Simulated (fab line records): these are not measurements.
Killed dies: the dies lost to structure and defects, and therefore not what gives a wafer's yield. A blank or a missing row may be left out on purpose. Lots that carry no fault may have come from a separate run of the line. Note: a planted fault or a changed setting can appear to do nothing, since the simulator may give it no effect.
fab line records + flow sky130
record
- lots=6
- wafers=18
- last-day=49
route steps=708 shown SONOS_ONO@186 GATE_OXIDE@187 PAD_OPEN@708
lots with no fault: from the same line, run without faults
start-h: hours from the record's first day to the start of the lot's first wafer shown + wait-h: hours from the lot's prior step to this one + " same as the row above + L1.1+2: a row that stands for several wafers + - no value, or no start was given + * or withheld: withheld + < > ~ a bound
route shown NAME@n: a module of which the file shows steps, and the number in the route of the first + usual: the fault-free wafers' mean and standard deviation + same: alike in all rows + chamber/n: place in a boat + sites: per-site readings + _std_site: the standard deviation of these + _edge_site: mean of outer sites minus mean of inner sites + radius-mm: for every site, how far away it sits from the centre of the wafer + mask NAME#n: copy n + behind: the last tool/chamber to shape the wafer + hold: why the lot went on hold/how many hours it stayed there/how the hold came to an end + device: the transistor (n, p or np) that didn't switch + end of line: the same wafers' tests at the end of the route + step lacking rows: just its recipe + killed: at the first sort, the dies lost to defects and structure; wafer yield is something else + map: a wafer's dies, marking killed ones x, the rest . and places with no die _
set.NAME: the setting as run; set.NAME@STEP: as run at that earlier step + model.NAME: the simulator's own value behind a step, which no gauge read
certain route steps with their lots: each step a table, each wafer a row
services: the hour from which a tool's chamber was out of use, counted from the record's first day as start-h (under 0 if before that day), plus the number of hours and why
## steps
# step SKY_SONOS_ONO_WET_ETCH_18
# recipe
- chemistry=H3PO4
- target-depth-nm=15
- target=Si3N4
- temp-c=160
- time-s=172
# step SKY_GATE_OXIDE_CLEAN_00
# recipe
- chemistry=SC1/SC2
- mix=1:4:20
- temp-c=70
- time-s=150
- dry=n2-spin
# step SKY_GATE_OXIDE_OXIDATION_01
# recipe
- temp-c=900
- ambient=O2
- stabilise-s=600
- purge-s=300
- target-thk-a=102.68
- ox-time-s=1473
# step SKY_GATE_OXIDE_THK_MEAS_02
# recipe
- reads=SiO2_of_GATE_OXIDE_OXIDATION_01
# usual
- GATE_OXIDE_OXIDATION_00_THK=10.24/0.2
| lot.wafer | tool          | chamber | start-h | wait-h | GATE_OXIDE_OXIDATION_00_THK[nm] |
|-----------|---------------|---------|---------|--------|---------------------------------|
| L773.1    | film-metro-02 | -       | 298.04  | 0.0    | 10.28                           |
| L773.2    | "             | -       | "       | "      | 10.50                           |
| L773.5    | "             | -       | "       | "      | 10.43                           |
| L774.1    | film-metro-03 | -       | 306.89  | 0.0    | 10.32                           |
| L774.3    | "             | -       | "       | "      | 10.26                           |
| L774.5    | "             | -       | "       | "      | 10.27                           |
| L776.2    | film-metro-02 | -       | 325.00  | 0.0    | 9.94                            |
| L776.3    | "             | -       | "       | "      | 10.03                           |
| L776.5    | "             | -       | "       | "      | 10.15                           |
| L778.1    | film-metro-04 | -       | 345.91  | 0.0    | 10.23                           |
| L778.2    | "             | -       | "       | "      | 10.54                           |
| L778.5    | "             | -       | "       | "      | 10.41                           |
| L786.3    | film-metro-02 | -       | 421.43  | 0.0    | 10.15                           |
| L786.5    | "             | -       | "       | "      | 10.12                           |
| L786.6    | "             | -       | "       | "      | 10.12                           |
| L788.1    | film-metro-02 | -       | 438.27  | 0.0    | 10.19                           |
| L788.3    | "             | -       | "       | "      | 9.95                            |
| L788.6    | "             | -       | "       | "      | 9.84                            |
# step SKY_GATE_OXIDE_DEHYDRATE_03
# recipe
- temp-c=200
- time-s=60
# step SKY_GATE_OXIDE_HMDS_04
# recipe
- prime-time-s=60
- prime-temp-c=120
# step SKY_GATE_OXIDE_COAT_05
# recipe
- resist=NOVOLAK
- spin-rpm=3000
- resist-thk-nm=1140
# step SKY_GATE_OXIDE_SOFTBAKE_06
# recipe
- temp-c=90
- time-s=60
- resist=NOVOLAK
# step SKY_GATE_OXIDE_EXPOSE_07
# recipe
- mask-id=LVOM
- na=0.6
- source-shape=conventional
- sigma-outer=0.6
- polarization=unpolarized
- target-cd-nm=600
- dose-mj=170
# step SKY_GATE_OXIDE_PEB_08
# recipe
- temp-c=withheld
- time-s=*
- resist=NOVOLAK
# step SKY_GATE_OXIDE_DEVELOP_09
# recipe
- resist=NOVOLAK
- developer=TMAH
- develop-time-s=60
- dev-temp-c=23
# step SKY_GATE_OXIDE_OVL_MEAS_10
# usual
- GATE_OXIDE_OVL=0.2/1.3
| lot.wafer | tool       | chamber | start-h | wait-h | GATE_OXIDE_OVL[nm] |
|-----------|------------|---------|---------|--------|--------------------|
| L773.1    | overlay-02 | -       | 323.70  | 0.1    | -1.1               |
| L773.2    | "          | -       | "       | "      | -1.1               |
| L773.5    | "          | -       | "       | "      | 0.4                |
| L774.1    | overlay-02 | -       | 332.88  | 0.1    | 0.3                |
| L774.3    | "          | -       | "       | "      | 0.7                |
| L774.5    | "          | -       | "       | "      | -0.2               |
| L776.2    | overlay-02 | -       | 352.41  | 0.1    | -1.1               |
| L776.3    | "          | -       | "       | "      | -0.9               |
| L776.5    | "          | -       | "       | "      | -0.7               |
| L778.1    | overlay-02 | -       | 372.87  | 0.1    | -1.3               |
| L778.2    | "          | -       | "       | "      | -1.3               |
| L778.5    | "          | -       | "       | "      | -0.6               |
| L786.3    | overlay-02 | -       | 451.41  | 0.1    | 0.7                |
| L786.5    | "          | -       | "       | "      | 0.4                |
| L786.6    | "          | -       | "       | "      | 0.6                |
| L788.1    | overlay-01 | -       | 469.12  | 0.1    | 0.7                |
| L788.3    | "          | -       | "       | "      | 0.1                |
| L788.6    | "          | -       | "       | "      | 1.0                |
# step SKY_GATE_OXIDE_IMPLANT_11
# recipe
- species=B
- energy-kev=10
- dose-cm2=2.6e+12
- tilt-deg=withheld
# usual
- beam-energy-keV=9.9997/0.003
| lot.wafer | tool         | chamber | start-h | wait-h | beam-energy-keV | model.implant.rp-nm | model.implant.drp-nm |
|-----------|--------------|---------|---------|--------|-----------------|---------------------|----------------------|
| L773.1    | implanter-01 | 0       | 323.74  | 0.0    | 10.0000         | 33.61               | 17.11                |
| L773.2    | "            | 0       | "       | "      | 10.002          | 33.61               | 17.11                |
| L773.5    | "            | 0       | "       | "      | 9.9993          | 33.61               | 17.11                |
| L774.1    | implanter-03 | 0       | 332.92  | 0.0    | 10.001          | 33.36               | 17.11                |
| L774.3    | "            | 0       | "       | "      | 10.003          | 33.36               | 17.11                |
| L774.5    | "            | 0       | "       | "      | 9.9994          | 33.36               | 17.11                |
| L776.2    | implanter-01 | 0       | 352.46  | 0.0    | 10.868          | 37.02               | 18.14                |
| L776.3    | "            | 0       | "       | "      | 10.863          | 37.02               | 18.14                |
| L776.5    | "            | 0       | "       | "      | 10.867          | 37.02               | 18.14                |
| L778.1    | implanter-01 | 0       | 372.91  | 0.0    | 10.872          | 35.94               | 18.14                |
| L778.2    | "            | 0       | "       | "      | 10.870          | 35.94               | 18.14                |
| L778.5    | "            | 0       | "       | "      | 10.869          | 35.94               | 18.14                |
| L786.3    | implanter-01 | 0       | 451.49  | 0.1    | 9.9956          | 32.85               | 17.11                |
| L786.5    | "            | 0       | "       | "      | 9.9992          | 32.85               | 17.11                |
| L786.6    | "            | 0       | "       | "      | 10.006          | 32.85               | 17.11                |
| L788.1    | implanter-03 | 0       | 469.16  | 0.0    | 10.001          | 33.53               | 17.11                |
| L788.3    | "            | 0       | "       | "      | 10.001          | 33.53               | 17.11                |
| L788.6    | "            | 0       | "       | "      | 10.001          | 33.53               | 17.11                |
# step SKY_GATE_OXIDE_WET_ETCH_12
# recipe
- chemistry=dHF
- target-depth-nm=16.8
- dry=n2-spin
- target=SiO2
- dilution=100:1
- temp-c=25
- time-s=336
# step SKY_PAD_OPEN_PROBE_99
# usual
- killed_at_M0_to_M3=44/7.2
- killed_at_M4_up=3.1/1.8
- killed-at-contacts=24/4.5
- killed-at-front-end=16/4.4
- killed-at-other=0.2/0.42
- killed-dies=87/8.9
- killed-open=48/6.4
- killed-short=39/6.2
# same
- gross-dies=492
- killed-at-back-side=0
| lot.wafer | tool      | chamber | start-h | wait-h | killed_at_M0_to_M3 | killed_at_M4_up | killed-at-contacts | killed-at-front-end | killed-at-other | killed-dies | killed-open | killed-short | model.etest.pfet_01v8_lvt.off-log10-a-um | model.etest.pfet_01v8_lvt.vt-sat-v |
|-----------|-----------|---------|---------|--------|--------------------|-----------------|--------------------|---------------------|-----------------|-------------|-------------|--------------|------------------------------------------|------------------------------------|
| L773.1    | prober-02 | -       | 1076.07 | 0.1    | 45                 | 5               | 32                 | 14                  | 1               | 97          | 47          | 50           | -8.84                                    | -0.4385                            |
| L773.2    | prober-02 | -       | 1076.12 | 0.1    | 35                 | 2               | 23                 | 18                  | 0               | 78          | 46          | 32           | -8.772                                   | -0.4443                            |
| L773.5    | prober-02 | -       | 1076.27 | 0.2    | 57                 | 0               | 26                 | 18                  | 0               | 101         | 61          | 40           | -8.908                                   | -0.4437                            |
| L774.1    | prober-01 | -       | 1084.17 | 0.1    | 55                 | 3               | 30                 | 13                  | 0               | 101         | 56          | 45           | -9.162                                   | -0.4639                            |
| L774.3    | prober-01 | -       | 1084.27 | 0.2    | 46                 | 3               | 23                 | 10                  | 0               | 82          | 48          | 34           | -8.977                                   | -0.4637                            |
| L774.5    | prober-01 | -       | 1084.37 | 0.2    | 27                 | 5               | 29                 | 14                  | 0               | 75          | 35          | 40           | -9.102                                   | -0.4658                            |
| L776.2    | prober-01 | -       | 1097.43 | 0.1    | 51                 | 3               | 27                 | 22                  | 0               | 103         | 62          | 41           | -8.386                                   | -0.4225                            |
| L776.3    | prober-01 | -       | 1097.48 | 0.2    | 62                 | 3               | 27                 | 18                  | 0               | 110         | 57          | 53           | -8.376                                   | -0.4175                            |
| L776.5    | prober-01 | -       | 1097.58 | 0.2    | 38                 | 5               | 28                 | 18                  | 0               | 89          | 51          | 38           | -8.361                                   | -0.4226                            |
| L778.1    | prober-01 | -       | 1115.03 | 0.1    | 49                 | 4               | 22                 | 15                  | 0               | 90          | 48          | 42           | -8.642                                   | -0.4289                            |
| L778.2    | prober-01 | -       | 1115.08 | 0.1    | 41                 | 0               | 29                 | 15                  | 0               | 85          | 53          | 32           | -8.832                                   | -0.4427                            |
| L778.5    | prober-01 | -       | 1115.23 | 0.2    | 31                 | 1               | 20                 | 16                  | 0               | 68          | 44          | 24           | -8.641                                   | -0.4359                            |
| L786.3    | prober-01 | -       | 1158.80 | 0.2    | 42                 | 4               | 26                 | 22                  | 0               | 94          | 55          | 39           | -9.133                                   | -0.4566                            |
| L786.5    | prober-01 | -       | 1158.90 | 0.2    | 51                 | 7               | 26                 | 14                  | 0               | 98          | 56          | 42           | -8.982                                   | -0.4594                            |
| L786.6    | prober-01 | -       | 1158.95 | 0.2    | 39                 | 3               | 24                 | 13                  | 0               | 79          | 46          | 33           | -9.038                                   | -0.4572                            |
| L788.1    | prober-01 | -       | 1172.32 | 0.1    | 37                 | 0               | 17                 | 25                  | 0               | 79          | 50          | 29           | -8.448                                   | -0.4271                            |
| L788.3    | prober-01 | -       | 1172.42 | 0.2    | 42                 | 7               | 18                 | 12                  | 1               | 80          | 38          | 42           | -8.65                                    | -0.427                             |
| L788.6    | prober-01 | -       | 1172.57 | 0.2    | 49                 | 3               | 23                 | 7                   | 0               | 82          | 50          | 32           | -8.566                                   | -0.4135                            |
# killed by level:class
L773.1 CONTACT:geometric-particle:open=12 VIA3:geometric-particle:open=9 VIA1:geometric-particle:open=9 METAL2:geometric-particle:short=7 VIA1:geometric-particle:short=7 LI_CONTACT:geometric-particle:open=6 CONTACT:geometric-particle:short=6 POLY_GATE:geometric-particle:short=5
L773.2 VIA1:geometric-particle:open=9 LI_CONTACT:geometric-particle:open=8 VIA2:geometric-particle:open=7 CONTACT:geometric-particle:open=6 METAL1:geometric-particle:short=5 LOCAL_INTERCONNECT:geometric-particle:short=5 FIELD_ISO:geometric-particle:open=4 FIELD_ISO:geometric-particle:short=3
L773.5 VIA1:geometric-particle:open=18 VIA3:geometric-particle:open=8 CONTACT:geometric-particle:open=8 LI_CONTACT:geometric-particle:open=7 VIA1:geometric-particle:short=6 POLY_GATE:geometric-particle:open=6 VIA2:geometric-particle:short=6 FIELD_ISO:geometric-particle:open=5
L774.1 VIA1:geometric-particle:open=17 CONTACT:geometric-particle:open=12 VIA1:geometric-particle:short=10 METAL1:geometric-particle:short=5 LI_CONTACT:geometric-particle:short=5 LI_CONTACT:geometric-particle:open=5 VIA2:geometric-particle:open=5 FIELD_ISO:geometric-particle:open=4
L774.3 VIA1:geometric-particle:open=10 CONTACT:geometric-particle:open=9 VIA3:geometric-particle:open=7 CONTACT:geometric-particle:short=6 METAL1:geometric-particle:short=6 VIA1:geometric-particle:short=6 VIA2:geometric-particle:open=5 LI_CONTACT:geometric-particle:open=4
L774.5 CONTACT:geometric-particle:open=13 LI_CONTACT:geometric-particle:open=7 METAL3:geometric-particle:short=5 POLY_GATE:geometric-particle:short=5 METAL4:geometric-particle:short=5 FIELD_ISO:geometric-particle:short=4 LI_CONTACT:geometric-particle:short=4 VIA1:geometric-particle:open=4
L776.2 VIA1:geometric-particle:open=16 VIA3:geometric-particle:open=10 LI_CONTACT:geometric-particle:open=7 FIELD_ISO:geometric-particle:short=6 POLY_GATE:geometric-particle:open=6 CONTACT:geometric-particle:open=6 VIA2:geometric-particle:open=6 FIELD_ISO:geometric-particle:open=5
L776.3 VIA1:geometric-particle:open=12 METAL2:geometric-particle:short=10 CONTACT:geometric-particle:open=9 VIA3:geometric-particle:open=8 METAL1:geometric-particle:short=7 LOCAL_INTERCONNECT:geometric-particle:short=6 METAL3:geometric-particle:short=6 POLY_GATE:geometric-particle:open=5
L776.5 CONTACT:geometric-particle:open=11 VIA3:geometric-particle:open=10 VIA1:geometric-particle:open=9 LI_CONTACT:geometric-particle:open=8 POLY_GATE:geometric-particle:short=7 METAL1:geometric-particle:short=6 FIELD_ISO:geometric-particle:short=5 CONTACT:geometric-particle:short=5
L778.1 VIA2:geometric-particle:open=10 VIA1:geometric-particle:short=9 CONTACT:geometric-particle:open=7 LI_CONTACT:geometric-particle:open=6 CONTACT:geometric-particle:short=6 VIA3:geometric-particle:open=6 VIA1:geometric-particle:open=5 METAL2:geometric-particle:short=5
L778.2 CONTACT:geometric-particle:open=10 VIA3:geometric-particle:open=10 LI_CONTACT:geometric-particle:open=9 VIA2:geometric-particle:open=7 FIELD_ISO:geometric-particle:open=6 CONTACT:geometric-particle:short=5 VIA1:geometric-particle:open=5 VIA2:geometric-particle:short=5
L778.5 CONTACT:geometric-particle:open=7 VIA3:geometric-particle:open=7 VIA1:geometric-particle:open=6 FIELD_ISO:geometric-particle:open=5 POLY_GATE:geometric-particle:open=5 FIELD_ISO:geometric-particle:short=4 LOCAL_INTERCONNECT:geometric-particle:short=4 METAL1:geometric-particle:short=4
L786.3 CONTACT:geometric-particle:open=13 VIA1:geometric-particle:open=11 POLY_GATE:geometric-particle:open=9 METAL1:geometric-particle:short=8 VIA2:geometric-particle:open=7 POLY_GATE:geometric-particle:short=7 LI_CONTACT:geometric-particle:open=7 METAL2:geometric-particle:short=6
L786.5 VIA1:geometric-particle:open=19 LI_CONTACT:geometric-particle:open=7 METAL1:geometric-particle:short=6 LI_CONTACT:geometric-particle:short=6 CONTACT:geometric-particle:short=5 VIA3:geometric-particle:open=5 CONTACT:geometric-particle:open=5 VIA2:geometric-particle:short=5
L786.6 VIA1:geometric-particle:open=11 LI_CONTACT:geometric-particle:open=10 LOCAL_INTERCONNECT:geometric-particle:short=6 METAL1:geometric-particle:short=5 VIA3:geometric-particle:open=5 CONTACT:geometric-particle:open=4 METAL2:geometric-particle:short=4 FIELD_ISO:geometric-particle:open=3
L788.1 FIELD_ISO:geometric-particle:open=12 VIA2:geometric-particle:open=11 CONTACT:geometric-particle:open=8 VIA1:geometric-particle:open=7 POLY_CUT:geometric-particle:short=4 LI_CONTACT:geometric-particle:short=4 LI_CONTACT:geometric-particle:open=4 VIA1:geometric-particle:short=4
L788.3 VIA1:geometric-particle:open=11 VIA2:geometric-particle:open=8 METAL2:geometric-particle:short=7 CONTACT:geometric-particle:open=6 LI_CONTACT:geometric-particle:open=5 CONTACT:geometric-particle:short=5 METAL1:geometric-particle:short=5 POLY_GATE:geometric-particle:open=4
L788.6 LI_CONTACT:geometric-particle:open=10 CONTACT:geometric-particle:open=9 VIA1:geometric-particle:open=8 VIA2:geometric-particle:open=8 VIA3:geometric-particle:open=7 VIA2:geometric-particle:short=5 POLY_GATE:geometric-particle:open=4 LI_CONTACT:geometric-particle:short=4
## services
| tool         | chamber | start-h | hours | kind   |
|--------------|---------|---------|-------|--------|
| implanter-01 | -       | 326.56  | 6.9   | pm     |
| implanter-01 | -       | 337.08  | 3.9   | repair |
| implanter-03 | -       | 351.24  | 5.2   | pm     |
| implanter-01 | -       | 364.40  | 2.9   | pm     |
| implanter-03 | -       | 427.16  | 1.8   | repair |
| implanter-01 | -       | 431.83  | 2.7   | repair |
## key
first-sign
- step=SKY_GATE_OXIDE_IMPLANT_11
- reading=beam-energy-keV
- direction=up
- sigmas=99+
- usual=*
- struck=*
effect none on later readings
model-effect
- step=SKY_GATE_OXIDE_IMPLANT_11
- value=implant.rp-nm
- without=33.6
- struck=36.48
model-effect
- step=SKY_PAD_OPEN_PROBE_99
- value=etest.pfet_01v8_lvt.off-log10-a-um
- without=-8.965
- struck=-8.539
met-at SKY_GATE_OXIDE_IMPLANT_11
struck-wafers L776.2,L776.3,L776.5,L778.1,L778.2,L778.5
tester-left-out L776,L778
onset-between 323.74 352.46
fault
- kind=process-parameter-drift
- tool=implanter-01
- chamber=-
- onset-h=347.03
- steps=SKY_GATE_OXIDE_IMPLANT_11
- channel=energy-kev
- offset=*
- shape=step
- end-h=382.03
- acts-in=*
- stated=*
# tester-left-out: of these lots the tester's yield and bins aren't shown, on N5 and GAA mostly nor the transistor test; their killed dies are dies lost to structure and defects alone, not to doping, threshold or leakage, so they don't give the yield
